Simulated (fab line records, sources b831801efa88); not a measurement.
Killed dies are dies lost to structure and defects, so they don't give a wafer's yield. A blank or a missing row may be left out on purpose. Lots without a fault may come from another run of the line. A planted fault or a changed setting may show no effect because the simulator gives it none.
fab line records | flow sky130
record lots=5 wafers=15 last_day=50
route steps=708 shown LDD_LDN@301 SPACER@304 POLY_CUT@307 SD_P@320
lots that met no fault: from a run of the same line without faults
start_h: hours from the record's first day to the start of the lot's first wafer shown | wait_h: hours since the lot's step before | " the same as in the row above | L1.1+2: a row that stands for several wafers | - no value, or no start given | * or withheld: withheld | < > ~ a bound
route shown NAME@n: a module of which the file shows steps, and the number in the route of the first | usual: mean/standard deviation of fault-free wafers | same: alike in all rows | chamber/n: place in a boat | sites: the reading at each site | _std_site: their standard deviation | _edge_site: outer sites' mean less inner sites' | radius_mm: how far each site lies from the wafer's centre | mask NAME#n: copy n | behind: the tool/chamber that last shaped the wafer | hold: why the lot was held/for how many hours/how that ended | device: the transistor (n, p or np) that didn't switch | end of line: the same wafers' tests at the end of the route | a step without rows: its recipe alone | killed: dies lost to structure and defects at the first sort, not the wafer's yield | map: a wafer's dies, x killed, . not, _ none there
set.NAME: the setting as run; set.NAME@STEP: as run at that earlier step | model.NAME: the simulator's own value behind a step, which no gauge read
lots at some steps of the route; a table a step, a row a wafer
services: from which hour (start_h, from the record's first day; less than 0 if before it) a tool's chamber was out of use, for how many hours, and why
## steps
# step SKY_LDD_LDN_STRIP_12
# recipe chemistry=O2/N2 power_w=1400 pressure_mtorr=1500 platen_temp_c=withheld o2_flow_sccm=3000 n2_flow_sccm=300 overash_fraction=0.5
# usual chamber_pressure_mTorr=1499.9/1.5 drypump_motor_current_A=5.81/0.28 n2_flow_sccm=299.9/0.91 o2_flow_sccm=3000/8.5 oes_product_au=0.715/0.0048 strip_time_to_endpoint_s=14.18/0.042
# columns lot.wafer tool chamber start_h wait_h chamber_pressure_mTorr drypump_motor_current_A n2_flow_sccm o2_flow_sccm oes_product_au rf_hours_counter_h strip_time_to_endpoint_s
L080.3 plasma_asher-02 0 605.68 0.1 1499.7 5.61 300.9 2994 0.713 - 14.15
L080.5 " 0 " " 1501.5 5.60 300.4 2994 0.715 - 14.19
L080.6 " 1 " " 1501.0 5.79 299.3 2987 0.712 - 14.15
L084.1 plasma_asher-01 1 617.99 0.1 1500.2 6.28 299.0 3009 0.706 47 14.17
L084.3 " 1 " " 1500.4 6.28 298.2 3004 0.728 - 14.19
L084.6 " 0 " " 1499.8 5.93 301.6 3000 0.707 - 14.17
L090.3 plasma_asher-03 1 666.18 0.1 1498.5 5.42 300.8 3007 0.718 - 14.18
L090.4 " 0 " " 1500.6 5.66 299.2 3000 0.704 - 14.16
L090.6 " 0 " " 1498.7 5.68 299.7 2992 0.717 - 14.19
L092.3 plasma_asher-03 0 676.82 0.1 1501.5 5.70 300.0 3004 0.718 - 14.13
L092.4 " 1 " " 1501.8 5.40 299.6 2988 0.714 - 14.15
L092.6 " 0 " " 1499.8 5.67 299.5 2994 0.718 - 14.13
L095.2 plasma_asher-01 0 707.44 0.1 1498.2 6.01 298.5 2988 0.708 56 14.10
L095.3 " 0 " " 1501.1 6.00 299.8 2985 0.715 - 14.17
L095.5 " 0 " " 1500.2 5.97 298.2 2993 0.705 - 14.21
# step SKY_LDD_LDN_TW_MEAS_13
# usual LDD_LDN_TW=1476/12
# columns lot.wafer tool chamber start_h wait_h LDD_LDN_TW
L080.3 film_metro-04 - 605.77 0.1 1477
L080.5 " - " " 1485
L080.6 " - " " 1484
L084.1 film_metro-02 - 618.09 0.1 1456
L084.3 " - " " 1455
L084.6 " - " " 1458
L090.3 film_metro-02 - 666.27 0.1 1469
L090.4 " - " " 1481
L090.6 " - " " 1475
L092.3 film_metro-01 - 676.91 0.1 1478
L092.4 " - " " 1485
L092.6 " - " " 1490
L095.2 film_metro-01 - 707.55 0.1 1487
L095.3 " - " " 1482
L095.5 " - " " 1479
# step SKY_LDD_LDN_CLEAN_14
# recipe chemistry=SC1/SC2 mix=1:4:20 temp_c=70 time_s=150 dry=n2_spin
# columns lot.wafer tool chamber start_h wait_h
L080.3+5+6 wet_bench-04 3 605.81 0.0
L084.1+3+6 wet_bench-04 2 618.15 0.1
L090.3+4+6 wet_bench-03 0 666.31 0.0
L092.3+4+6 wet_bench-02 2 676.95 0.0
L095.2+3+5 wet_bench-02 0 707.60 0.0
# step SKY_SPACER_CVD_00
# recipe material=Si3N4 precursor=DCS/NH3 target_thk_nm=43.1 temp_c=770 time_s=740 pressure_mtorr=250
# usual spike_tc_lower_C=770.5/1 zone_power_centre_pct=14.5/0.53 zone_power_top_pct=27.6/0.57 zone_power_upper_pct=13.4/0.71
# columns lot.wafer tool chamber start_h wait_h spike_tc_lower_C zone_power_centre_pct zone_power_top_pct zone_power_upper_pct
L080.3 lpcvd-02 0 607.23 1.4 771.4 14.1 28.4 12.7
L080.5 " 0 " " 771.1 14.1 28.1 12.6
L080.6 " 0 " " 771.1 13.9 27.4 13.0
L084.1 lpcvd-02 1 618.20 0.0 772.0 15.3 26.9 14.2
L084.3 " 1 " " 770.5 15.0 27.2 14.3
L084.6 " 1 " " 771.3 14.8 27.6 14.0
L090.3 lpcvd-02 0 666.36 0.0 769.3 13.9 27.8 12.6
L090.4 " 0 " " 772.2 14.1 28.4 12.9
L090.6 " 0 " " 771.1 14.1 28.1 12.9
L092.3 lpcvd-02 0 677.00 0.0 771.0 14.2 27.9 12.9
L092.4 " 0 " " 770.3 13.9 28.0 12.7
L092.6 " 0 " " 772.3 14.1 28.2 12.7
L095.2 lpcvd-02 1 707.83 0.2 771.9 15.3 27.2 14.2
L095.3 " 1 " " 771.3 15.4 26.6 14.3
L095.5 " 1 " " 769.9 15.1 27.2 14.1
# step SKY_SPACER_THK_MEAS_01
# recipe reads=Si3N4_of_SPACER_CVD_00
# usual SPACER_CVD_00_THK=43.4/0.36
# columns lot.wafer tool chamber start_h wait_h SPACER_CVD_00_THK[nm]
L080.3 film_metro-01 - 609.12 0.1 43.4
L080.5 " - " " 43.2
L080.6 " - " " 43.5
L084.1 film_metro-03 - 619.40 0.0 43.2
L084.3 " - " " 43.4
L084.6 " - " " 43.2
L090.3 film_metro-03 - 667.59 0.0 42.9
L090.4 " - " " 42.5
L090.6 " - " " 42.8
L092.3 film_metro-01 - 678.23 0.0 43.7
L092.4 " - " " 43.6
L092.6 " - " " 44.2
L095.2 film_metro-03 - 709.04 0.0 43.3
L095.3 " - " " 43.3
L095.5 " - " " 43.0
# step SKY_SPACER_ETCHBACK_02
# recipe chemistry=CH3F/O2 target=Si3N4 stop_on=SiO2 source_w=400 bias_w=80 pressure_mtorr=25 ch3f_flow_sccm=40 O2_flow_sccm=30 time_s=46.7 target_depth_a=450
# usual bias_w=79.99/0.22 ch3f_flow_sccm=40.02/0.12 chamber_pressure_mTorr=24.999/0.021 drypump_motor_current_A=5.7/0.45 oes_product_au=0.859/0.0061 throttle_valve_pct=10.564/0.0093
# columns lot.wafer tool chamber start_h wait_h bias_w ch3f_flow_sccm chamber_pressure_mTorr drypump_motor_current_A oes_product_au rf_hours_counter_h throttle_valve_pct
L080.3 rie_diel-04 2 609.16 0.0 80.26 40.00 24.987 5.0 0.857 65 10.567
L080.5 " 0 " " 80.61 40.06 24.989 6.4 0.857 - 10.579
L080.6 " 1 " " 79.85 39.96 24.984 5.1 0.862 - 10.555
L084.1 rie_diel-04 1 619.46 0.1 79.68 39.96 25.020 5.1 0.856 17 10.557
L084.3 " 0 " " 79.88 40.15 25.024 6.4 0.863 1 10.579
L084.6 " 1 " " 79.74 40.07 24.968 5.1 0.859 - 10.580
L090.3 rie_diel-01 3 667.63 0.0 79.84 39.88 25.046 6.1 0.849 5 10.572
L090.4 " 0 " " 80.14 40.28 25.017 5.6 0.850 28 10.565
L090.6 " 2 " " 79.81 40.02 24.978 6.1 0.846 - 10.551
L092.3 rie_diel-01 2 678.27 0.0 79.74 40.07 25.011 6.1 0.862 5 10.562
L092.4 " 0 " " 79.98 39.86 25.003 5.6 0.867 28 10.546
L092.6 " 2 " " 79.76 39.93 25.003 6.1 0.859 - 10.571
L095.2 rie_diel-04 1 709.09 0.0 79.73 40.01 24.990 5.1 0.857 19 10.557
L095.3 " 2 " " 80.24 39.93 24.986 5.0 0.867 0 10.545
L095.5 " 3 " " 80.14 39.91 25.052 6.1 0.855 - 10.554
# step SKY_POLY_CUT_DEHYDRATE_00
# recipe temp_c=200 time_s=60
# usual exhaust_pa=45.0/0.8
# columns lot.wafer tool chamber start_h wait_h exhaust_pa
L080.3 litho_track-02 0 623.01 13.8 45.5
L080.5 " 0 " " 45.6
L080.6 " 0 " " 45.3
L084.1 litho_track-03 0 633.62 14.1 45.6
L084.3 " 0 " " 46.4
L084.6 " 0 " " 45.7
L090.3 litho_track-02 0 681.61 14.0 43.0
L090.4 " 0 " " 43.7
L090.6 " 0 " " 43.6
L092.3 litho_track-04 0 691.60 13.3 45.1
L092.4 " 0 " " 45.1
L092.6 " 0 " " 46.7
L095.2 litho_track-04 0 722.48 13.4 43.7
L095.3 " 0 " " 45.1
L095.5 " 0 " " 45.1
# step SKY_POLY_CUT_HMDS_01
# recipe prime_time_s=60 prime_temp_c=120
# usual exhaust_pa=45.1/0.87
# columns lot.wafer tool chamber start_h wait_h exhaust_pa
L080.3 litho_track-02 0 623.16 0.1 44.6
L080.5 " 0 " " 44.2
L080.6 " 0 " " 44.7
L084.1 litho_track-03 0 633.77 0.1 44.6
L084.3 " 0 " " 45.1
L084.6 " 0 " " 44.5
L090.3 litho_track-02 0 681.76 0.1 45.3
L090.4 " 0 " " 45.3
L090.6 " 0 " " 45.6
L092.3 litho_track-04 0 691.75 0.1 44.7
L092.4 " 0 " " 46.4
L092.6 " 0 " " 45.7
L095.2 litho_track-04 0 722.63 0.1 44.4
L095.3 " 0 " " 44.5
L095.5 " 0 " " 45.4
# step SKY_POLY_CUT_COAT_02
# recipe resist=BARC temp_c=withheld time_s=withheld spin_rpm=3000 resist_thk_nm=60
# usual exhaust_pa=44.9/0.83
# columns lot.wafer tool chamber start_h wait_h exhaust_pa
L080.3 litho_track-02 0 623.31 0.1 44.0
L080.5 " 0 " " 45.6
L080.6 " 0 " " 44.2
L084.1 litho_track-03 0 633.92 0.1 45.3
L084.3 " 0 " " 45.8
L084.6 " 0 " " 44.8
L090.3 litho_track-02 0 681.91 0.1 45.4
L090.4 " 0 " " 45.2
L090.6 " 0 " " 45.4
L092.3 litho_track-04 0 691.90 0.1 43.4
L092.4 " 0 " " 43.8
L092.6 " 0 " " 44.6
L095.2 litho_track-04 0 722.78 0.1 45.9
L095.3 " 0 " " 44.1
L095.5 " 0 " " 44.9
# step SKY_POLY_CUT_COAT_03
# recipe resist=KrF-thick spin_rpm=3000 resist_thk_nm=450
# usual exhaust_pa=45.2/0.91
# columns lot.wafer tool chamber start_h wait_h exhaust_pa
L080.3 litho_track-02 0 - - 44.9
L080.5 " 0 " " 44.5
L080.6 " 0 " " 44.8
L084.1 litho_track-03 0 - - 44.2
L084.3 " 0 " " 43.7
L084.6 " 0 " " 44.6
L090.3 litho_track-02 0 - - 46.1
L090.4 " 0 " " 45.0
L090.6 " 0 " " 45.2
L092.3 litho_track-04 0 - - 45.2
L092.4 " 0 " " 45.5
L092.6 " 0 " " 44.9
L095.2 litho_track-04 0 - - 45.9
L095.3 " 0 " " 44.5
L095.5 " 0 " " 45.4
# step SKY_POLY_CUT_SOFTBAKE_04
# recipe temp_c=100 time_s=90 resist=KrF-thick
# usual exhaust_pa=45.4/0.95
# columns lot.wafer tool chamber start_h wait_h exhaust_pa
L080.3 litho_track-02 0 - - 44.5
L080.5 " 0 " " 45.4
L080.6 " 0 " " 44.6
L084.1 litho_track-03 0 - - 44.3
L084.3 " 0 " " 45.4
L084.6 " 0 " " 45.6
L090.3 litho_track-02 0 - - 44.2
L090.4 " 0 " " 44.6
L090.6 " 0 " " 44.3
L092.3 litho_track-04 0 - - 44.0
L092.4 " 0 " " 45.3
L092.6 " 0 " " 45.2
L095.2 litho_track-04 0 - - 46.5
L095.3 " 0 " " 45.9
L095.5 " 0 " " 46.5
# step SKY_POLY_CUT_EXPOSE_05
# recipe mask_id=NPCM na=0.8 source_shape=annular sigma_inner=0.55 sigma_outer=0.85 target_cd_nm=270 dose_mj=32
# usual reticle_temp_C=23.01/0.1
# columns lot.wafer tool chamber start_h wait_h mask reticle_temp_C
L080.3 krf_scanner-02 0 - - NPCM#0 23.02
L080.5 " 0 " " NPCM#0 23.13
L080.6 " 0 " " NPCM#0 23.06
L084.1 krf_scanner-02 0 - - NPCM#0 22.94
L084.3 " 0 " " NPCM#0 22.92
L084.6 " 0 " " NPCM#0 22.84
L090.3 krf_scanner-02 0 - - NPCM#0 22.87
L090.4 " 0 " " NPCM#0 22.95
L090.6 " 0 " " NPCM#0 23.13
L092.3 krf_scanner-01 0 - - NPCM#0 23.05
L092.4 " 0 " " NPCM#0 23.07
L092.6 " 0 " " NPCM#0 23.14
L095.2 krf_scanner-01 0 - - NPCM#0 22.99
L095.3 " 0 " " NPCM#0 22.86
L095.5 " 0 " " NPCM#0 22.94
# step SKY_POLY_CUT_PEB_06
# recipe peb_temp_c=withheld peb_time_s=withheld resist=KrF-thick
# usual exhaust_pa=45.0/0.82
# columns lot.wafer tool chamber start_h wait_h exhaust_pa
L080.3 litho_track-03 0 - - 44.6
L080.5 " 0 " " 45.2
L080.6 " 0 " " 44.0
L084.1 litho_track-03 0 - - 45.5
L084.3 " 0 " " 44.4
L084.6 " 0 " " 44.7
L090.3 litho_track-03 0 - - 45.1
L090.4 " 0 " " 45.0
L090.6 " 0 " " 45.8
L092.3 litho_track-04 0 - - 44.5
L092.4 " 0 " " 44.3
L092.6 " 0 " " 45.0
L095.2 litho_track-02 0 - - 44.7
L095.3 " 0 " " 44.8
L095.5 " 0 " " 45.0
# step SKY_POLY_CUT_DEVELOP_07
# recipe develop_time_s=60 resist=KrF-thick dev_temp_c=21
# usual exhaust_pa=44.9/0.92
# columns lot.wafer tool chamber start_h wait_h exhaust_pa
L080.3 litho_track-03 0 - - 45.6
L080.5 " 0 " " 44.7
L080.6 " 0 " " 45.1
L084.1 litho_track-03 0 - - 44.0
L084.3 " 0 " " 45.8
L084.6 " 0 " " 46.3
L090.3 litho_track-03 0 - - 46.0
L090.4 " 0 " " 46.4
L090.6 " 0 " " 44.7
L092.3 litho_track-04 0 - - 45.2
L092.4 " 0 " " 46.3
L092.6 " 0 " " 43.8
L095.2 litho_track-02 0 - - 44.7
L095.3 " 0 " " 44.5
L095.5 " 0 " " 44.7
# step SKY_POLY_CUT_CD_MEAS_08
# recipe target_cd_nm=270
# usual cd_nm=270.0/1.6
# columns lot.wafer tool chamber start_h wait_h cd_nm
L080.3 cd_sem-01 - 638.51 - 267.6
L080.5 " - " " 267.4
L080.6 " - " " 267.8
L084.1 cd_sem-02 - 648.72 - 267.2
L084.3 " - " " 268.1
L084.6 " - " " 267.0
L090.3 cd_sem-01 - 696.41 - 272.1
L090.4 " - " " 271.8
L090.6 " - " " 270.7
L092.3 cd_sem-02 - 706.24 - 271.3
L092.4 " - " " 272.1
L092.6 " - " " 271.1
L095.2 cd_sem-01 - 736.63 - 267.5
L095.3 " - " " 267.0
L095.5 " - " " 268.8
# step SKY_POLY_CUT_OVL_MEAS_09
# usual POLY_CUT_OVL=3/6.9
# columns lot.wafer tool chamber start_h wait_h POLY_CUT_OVL[nm]
L080.3 overlay-02 - 638.60 0.1 1
L080.5 " - " " 7
L080.6 " - " " 6
L084.1 overlay-01 - 648.84 0.1 8
L084.3 " - " " 8
L084.6 " - " " 2
L090.3 overlay-01 - 696.50 0.1 8
L090.4 " - " " 6
L090.6 " - " " 9
L092.3 overlay-01 - 706.34 0.1 7
L092.4 " - " " 4
L092.6 " - " " 5
L095.2 overlay-02 - 736.74 0.1 4
L095.3 " - " " 2
L095.5 " - " " 1
# step SKY_POLY_CUT_ETCH_10
# recipe chemistry=N2/H2 target=BARC ion_energy_ev=200 source_w=500 bias_w=100 pressure_mtorr=30 n2_flow_sccm=100 h2_flow_sccm=200 stop_on=SiO2 time_s=45.9 target_depth_a=600
# usual bias_w=100.0/0.32 chamber_pressure_mTorr=30.005/0.026 drypump_motor_current_A=5.7/0.45 n2_flow_sccm=100.01/0.29 oes_product_au=0.854/0.0042 throttle_valve_pct=13.223/0.0086
# columns lot.wafer tool chamber start_h wait_h bias_w chamber_pressure_mTorr drypump_motor_current_A n2_flow_sccm oes_product_au rf_hours_counter_h throttle_valve_pct
L080.3 rie_diel-03 0 638.62 0.0 100.4 30.002 5.6 100.20 0.858 15 13.221
L080.5 " 0 " " 100.0 29.976 5.6 99.84 0.854 - 13.232
L080.6 " 3 " " 100.5 30.012 5.4 100.05 0.862 - 13.228
L084.1 rie_diel-04 3 648.87 0.0 100.3 30.022 6.1 100.06 0.861 9 13.216
L084.3 " 0 " " 99.8 29.995 6.4 100.09 0.852 2 13.231
L084.6 " 3 " " 99.8 30.000 6.1 99.91 0.863 - 13.239
L090.3 rie_diel-03 3 696.52 0.0 99.8 30.006 5.4 99.75 0.855 1 13.238
L090.4 " 2 " " 100.5 30.014 5.5 99.88 0.851 4 13.230
L090.6 " 1 " " 100.1 30.041 6.2 100.06 0.860 - 13.207
L092.3 rie_diel-03 1 706.36 0.0 100.5 30.000 6.3 100.20 0.851 3 13.218
L092.4 " 0 " " 100.2 30.020 5.6 99.81 0.856 16 13.220
L092.6 " 1 " " 99.5 30.031 6.3 100.14 0.856 - 13.226
L095.2 rie_diel-03 3 736.77 0.0 100.0 29.959 5.4 100.11 0.853 2 13.224
L095.3 " 1 " " 99.5 29.967 6.2 99.98 0.864 3 13.221
L095.5 " 2 " " 100.3 30.074 5.5 100.09 0.856 - 13.223
# step SKY_POLY_CUT_ETCH_11
# recipe target=Si3N4 chemistry=CF4/CH2F2/Ar stop_on=poly-Si source_w=600 bias_w=150 pressure_mtorr=40 cf4_flow_sccm=40 ch2f2_flow_sccm=20 Ar_flow_sccm=150 time_s=42.5 target_depth_a=600
# usual bias_w=150.0/0.47 chamber_pressure_mTorr=40.00/0.04 drypump_motor_current_A=5.7/0.45 mfc_ar_sccm=149.9/0.47 oes_product_au=0.831/0.0067 throttle_valve_pct=14.994/0.0085
# columns lot.wafer tool chamber start_h wait_h bias_w chamber_pressure_mTorr drypump_motor_current_A mfc_ar_sccm oes_product_au rf_hours_counter_h throttle_valve_pct
L080.3 rie_diel-03 0 638.66 0.0 149.6 40.00 5.6 149.8 0.828 15 14.992
L080.5 " 0 " " 150.3 39.91 5.6 150.2 0.829 - 14.993
L080.6 " 3 " " 150.5 39.99 5.4 149.8 0.830 - 14.988
L084.1 rie_diel-04 3 648.91 0.0 149.7 39.96 6.1 149.7 0.836 9 15.006
L084.3 " 0 " " 150.5 40.01 6.4 149.1 0.836 2 14.989
L084.6 " 3 " " 149.8 40.06 6.1 150.7 0.839 - 15.005
L090.3 rie_diel-03 3 696.56 0.0 149.4 39.95 5.4 149.4 0.832 1 15.002
L090.4 " 2 " " 150.5 40.04 5.5 150.0 0.823 4 14.998
L090.6 " 1 " " 150.1 40.06 6.3 149.7 0.835 - 14.994
L092.3 rie_diel-03 1 706.40 0.0 149.8 39.97 6.2 148.7 0.837 3 14.999
L092.4 " 0 " " 150.4 39.94 5.6 149.5 0.831 16 15.008
L092.6 " 1 " " 149.8 39.98 6.3 149.8 0.830 - 15.002
L095.2 rie_diel-03 3 736.81 0.0 149.9 39.99 5.3 149.8 0.825 2 14.999
L095.3 " 1 " " 149.8 40.03 6.2 149.6 0.828 3 14.988
L095.5 " 2 " " 149.9 40.03 5.5 149.7 0.829 - 14.980
# step SKY_POLY_CUT_STRIP_12
# recipe chemistry=O2/N2 power_w=1400 pressure_mtorr=1500 platen_temp_c=withheld o2_flow_sccm=3000 n2_flow_sccm=300 overash_fraction=0.5
# usual chamber_pressure_mTorr=1499.8/1.4 drypump_motor_current_A=5.93/0.26 n2_flow_sccm=300.0/0.86 o2_flow_sccm=3000/9 oes_product_au=0.452/0.0045 strip_time_to_endpoint_s=5.355/0.018
# columns lot.wafer tool chamber start_h wait_h chamber_pressure_mTorr drypump_motor_current_A n2_flow_sccm o2_flow_sccm oes_product_au rf_hours_counter_h strip_time_to_endpoint_s
L080.3 plasma_asher-02 1 638.74 0.1 1500.6 5.80 300.1 2999 0.456 - 5.374
L080.5 " 1 " " 1498.0 5.80 299.9 2989 0.455 - 5.349
L080.6 " 0 " " 1501.2 5.62 299.7 3001 0.451 - 5.350
L084.1 plasma_asher-01 0 648.95 0.0 1498.5 6.00 299.9 2989 0.445 51 5.370
L084.3 " 1 " " 1500.4 6.26 300.0 3006 0.454 - 5.364
L084.6 " 1 " " 1502.8 6.28 301.8 2989 0.448 - 5.360
L090.3 plasma_asher-04 0 696.64 0.1 1498.5 5.57 301.6 3010 0.455 - 5.344
L090.4 " 1 " " 1499.8 6.21 299.3 3005 0.452 - 5.329
L090.6 " 0 " " 1498.4 5.60 300.5 3021 0.447 - 5.367
L092.3 plasma_asher-04 0 706.48 0.1 1499.8 5.58 300.7 3005 0.447 - 5.334
L092.4 " 1 " " 1499.9 6.13 299.2 2996 0.452 - 5.313
L092.6 " 0 " " 1500.6 5.58 300.1 3000 0.449 - 5.348
L095.2 plasma_asher-01 1 736.85 0.0 1498.4 6.30 299.6 3016 0.447 60 5.364
L095.3 " 1 " " 1500.0 6.30 299.2 3017 0.454 - 5.338
L095.5 " 1 " " 1502.5 6.30 299.7 3015 0.451 - 5.379
# step SKY_SD_P_DEHYDRATE_00
# recipe temp_c=200 time_s=60
# usual exhaust_pa=44.9/0.95
# columns lot.wafer tool chamber start_h wait_h exhaust_pa
L080.3 litho_track-01 0 652.92 14.1 44.0
L080.5 " 0 " " 45.4
L080.6 " 0 " " 42.9
L084.1 litho_track-01 0 662.52 13.5 43.9
L084.3 " 0 " " 44.4
L084.6 " 0 " " 44.0
L090.3 litho_track-04 0 710.30 13.6 43.6
L090.4 " 0 " " 43.7
L090.6 " 0 " " 45.0
L092.3 litho_track-03 0 720.02 13.5 46.7
L092.4 " 0 " " 46.3
L092.6 " 0 " " 47.1
L095.2 litho_track-01 0 750.44 13.6 44.9
L095.3 " 0 " " 45.2
L095.5 " 0 " " 45.7
# step SKY_SD_P_HMDS_01
# recipe prime_time_s=60 prime_temp_c=120
# usual exhaust_pa=45.0/0.94
# columns lot.wafer tool chamber start_h wait_h exhaust_pa
L080.3 litho_track-01 0 653.07 0.1 44.9
L080.5 " 0 " " 44.1
L080.6 " 0 " " 43.3
L084.1 litho_track-01 0 662.67 0.1 44.4
L084.3 " 0 " " 43.9
L084.6 " 0 " " 44.9
L090.3 litho_track-04 0 710.45 0.1 46.5
L090.4 " 0 " " 44.4
L090.6 " 0 " " 44.7
L092.3 litho_track-03 0 720.17 0.1 46.3
L092.4 " 0 " " 45.4
L092.6 " 0 " " 46.4
L095.2 litho_track-01 0 750.59 0.1 45.9
L095.3 " 0 " " 45.0
L095.5 " 0 " " 45.2
# step SKY_SD_P_COAT_02
# recipe resist=NOVOLAK spin_rpm=3000 resist_thk_nm=1140
# usual exhaust_pa=45.3/0.86
# columns lot.wafer tool chamber start_h wait_h exhaust_pa
L080.3 litho_track-01 0 653.22 0.1 44.6
L080.5 " 0 " " 43.8
L080.6 " 0 " " 45.6
L084.1 litho_track-01 0 662.82 0.1 45.9
L084.3 " 0 " " 45.3
L084.6 " 0 " " 45.6
L090.3 litho_track-04 0 710.60 0.1 44.7
L090.4 " 0 " " 44.7
L090.6 " 0 " " 44.9
L092.3 litho_track-03 0 720.32 0.1 44.8
L092.4 " 0 " " 43.5
L092.6 " 0 " " 44.8
L095.2 litho_track-01 0 750.74 0.1 44.5
L095.3 " 0 " " 44.1
L095.5 " 0 " " 45.6
# step SKY_SD_P_SOFTBAKE_03
# recipe temp_c=90 time_s=60 resist=NOVOLAK
# usual exhaust_pa=45.0/0.79
# columns lot.wafer tool chamber start_h wait_h exhaust_pa
L080.3 litho_track-01 0 653.37 0.1 44.9
L080.5 " 0 " " 44.4
L080.6 " 0 " " 45.2
L084.1 litho_track-01 0 662.97 0.1 44.1
L084.3 " 0 " " 44.2
L084.6 " 0 " " 43.4
L090.3 litho_track-04 0 710.75 0.1 45.3
L090.4 " 0 " " 44.4
L090.6 " 0 " " 43.7
L092.3 litho_track-03 0 720.47 0.1 46.4
L092.4 " 0 " " 45.8
L092.6 " 0 " " 45.2
L095.2 litho_track-01 0 750.89 0.1 45.6
L095.3 " 0 " " 44.3
L095.5 " 0 " " 44.8
# step SKY_SD_P_EXPOSE_04
# recipe mask_id=PSDM na=0.6 source_shape=conventional sigma_outer=0.6 polarization=unpolarized target_cd_nm=380 dose_mj=138
# usual reticle_temp_C=22.98/0.11
# columns lot.wafer tool chamber start_h wait_h mask reticle_temp_C
L080.3 iline_stepper-02 0 - - PSDM#0 22.91
L080.5 " 0 " " PSDM#0 22.98
L080.6 " 0 " " PSDM#0 22.88
L084.1 iline_stepper-02 0 - - PSDM#0 22.99
L084.3 " 0 " " PSDM#0 22.95
L084.6 " 0 " " PSDM#0 23.06
L090.3 iline_stepper-02 0 - - PSDM#0 23.03
L090.4 " 0 " " PSDM#0 23.05
L090.6 " 0 " " PSDM#0 23.13
L092.3 iline_stepper-01 0 - - PSDM#0 22.95
L092.4 " 0 " " PSDM#0 22.89
L092.6 " 0 " " PSDM#0 22.86
L095.2 iline_stepper-01 0 - - PSDM#0 23.16
L095.3 " 0 " " PSDM#0 22.97
L095.5 " 0 " " PSDM#0 23.00
# step SKY_SD_P_PEB_05
# recipe temp_c=withheld time_s=* resist=NOVOLAK
# usual exhaust_pa=45.0/0.89
# columns lot.wafer tool chamber start_h wait_h exhaust_pa
L080.3 litho_track-01 0 - - 46.2
L080.5 " 0 " " 45.5
L080.6 " 0 " " 46.9
L084.1 litho_track-04 0 - - 45.4
L084.3 " 0 " " 46.8
L084.6 " 0 " " 43.9
L090.3 litho_track-04 0 - - 45.8
L090.4 " 0 " " 44.9
L090.6 " 0 " " 43.8
L092.3 litho_track-01 0 - - 44.7
L092.4 " 0 " " 44.8
L092.6 " 0 " " 45.4
L095.2 litho_track-03 0 - - 45.5
L095.3 " 0 " " 43.8
L095.5 " 0 " " 45.3
# step SKY_SD_P_DEVELOP_06
# recipe resist=NOVOLAK developer=TMAH develop_time_s=60 dev_temp_c=23
# usual exhaust_pa=44.9/0.91
# columns lot.wafer tool chamber start_h wait_h exhaust_pa
L080.3 litho_track-01 0 667.02 0.1 43.9
L080.5 " 0 " " 43.7
L080.6 " 0 " " 45.7
L084.1 litho_track-04 0 677.55 0.1 44.1
L084.3 " 0 " " 44.1
L084.6 " 0 " " 44.7
L090.3 litho_track-04 0 724.10 0.1 44.4
L090.4 " 0 " " 43.9
L090.6 " 0 " " 43.9
L092.3 litho_track-01 0 734.12 0.1 43.2
L092.4 " 0 " " 44.4
L092.6 " 0 " " 45.2
L095.2 litho_track-03 0 763.39 0.1 44.9
L095.3 " 0 " " 46.0
L095.5 " 0 " " 44.0
# step SKY_SD_P_CD_MEAS_07
# recipe target_cd_nm=380
# usual cd_nm=379.4/2.1
# columns lot.wafer tool chamber start_h wait_h cd_nm
L080.3 cd_sem-02 - 667.16 0.1 376.2
L080.5 " - " " 374.8
L080.6 " - " " 376.7
L084.1 cd_sem-01 - 677.70 0.1 376.7
L084.3 " - " " 375.1
L084.6 " - " " 376.4
L090.3 cd_sem-01 - 724.24 0.1 380.7
L090.4 " - " " 379.0
L090.6 " - " " 379.9
L092.3 cd_sem-01 - 734.26 0.1 379.4
L092.4 " - " " 380.9
L092.6 " - " " 378.8
L095.2 cd_sem-02 - 763.54 0.1 376.3
L095.3 " - " " 378.9
L095.5 " - " " 376.7
# step SKY_SD_P_OVL_MEAS_08
# usual SD_P_OVL=-0.6/1.5
# columns lot.wafer tool chamber start_h wait_h SD_P_OVL[nm]
L080.3 overlay-02 - 667.25 0.1 -3.6
L080.5 " - " " -3.9
L080.6 " - " " -2.7
L084.1 overlay-01 - 677.82 0.1 -1.5
L084.3 " - " " -1.3
L084.6 " - " " -1.1
L090.3 overlay-02 - 724.34 0.1 -0.2
L090.4 " - " " -0.3
L090.6 " - " " -1.9
L092.3 overlay-01 - 734.35 0.1 -0.2
L092.4 " - " " -0.4
L092.6 " - " " -0.6
L095.2 overlay-02 - 763.64 0.1 -0.8
L095.3 " - " " -1.4
L095.5 " - " " -0.9
# step SKY_SD_P_IMPLANT_09
# recipe species=BF2 energy_kev=20 dose_cm2=3e+15 tilt_deg=0
# usual beam_on_s=15/3
# columns lot.wafer tool chamber start_h wait_h beam_on_s
L080.3 implanter-02 0 667.33 0.1 11
L080.5 " 0 " " 11
L080.6 " 0 " " 11
L084.1 implanter-04 0 677.86 0.0 14
L084.3 " 0 " " 14
L084.6 " 0 " " 13
L090.3 implanter-03 0 724.41 0.1 18
L090.4 " 0 " " 19
L090.6 " 0 " " 19
L092.3 implanter-02 0 734.43 0.1 11
L092.4 " 0 " " 11
L092.6 " 0 " " 11
L095.2 implanter-03 0 763.70 0.0 18
L095.3 " 0 " " 18
L095.5 " 0 " " 19
## services
# columns tool chamber start_h hours kind
krf_scanner-02 - 585.76 0.8 pm
wet_bench-04 - 596.43 2.0 repair
rie_diel-03 - 604.13 2.8 pm
krf_scanner-01 - 604.25 3.6 pm
krf_scanner-01 - 610.33 0.3 repair
rie_diel-03 3 613.01 6.2 repair
plasma_asher-02 - 614.75 4.3 pm
iline_stepper-01 - 617.93 15.5 repair
wet_bench-02 - 623.31 1.1 repair
rie_diel-04 3 623.78 6.0 repair
implanter-03 - 626.17 2.4 repair
wet_bench-02 - 627.03 0.7 repair
rie_diel-03 3 647.13 13.2 repair
krf_scanner-02 - 651.84 1.3 pm
rie_diel-04 3 674.31 8.3 repair
rie_diel-03 1 682.75 5.4 repair
rie_diel-04 2 683.51 7.9 repair
rie_diel-04 0 708.33 4.6 repair
krf_scanner-02 - 718.67 1.0 pm
iline_stepper-02 - 741.57 1.7 pm
krf_scanner-02 - 747.24 3.6 pm
lpcvd-02 - 747.35 6.0 pm
krf_scanner-02 - 754.56 0.8 pm
krf_scanner-02 - 762.25 4.9 repair
## key
fault none
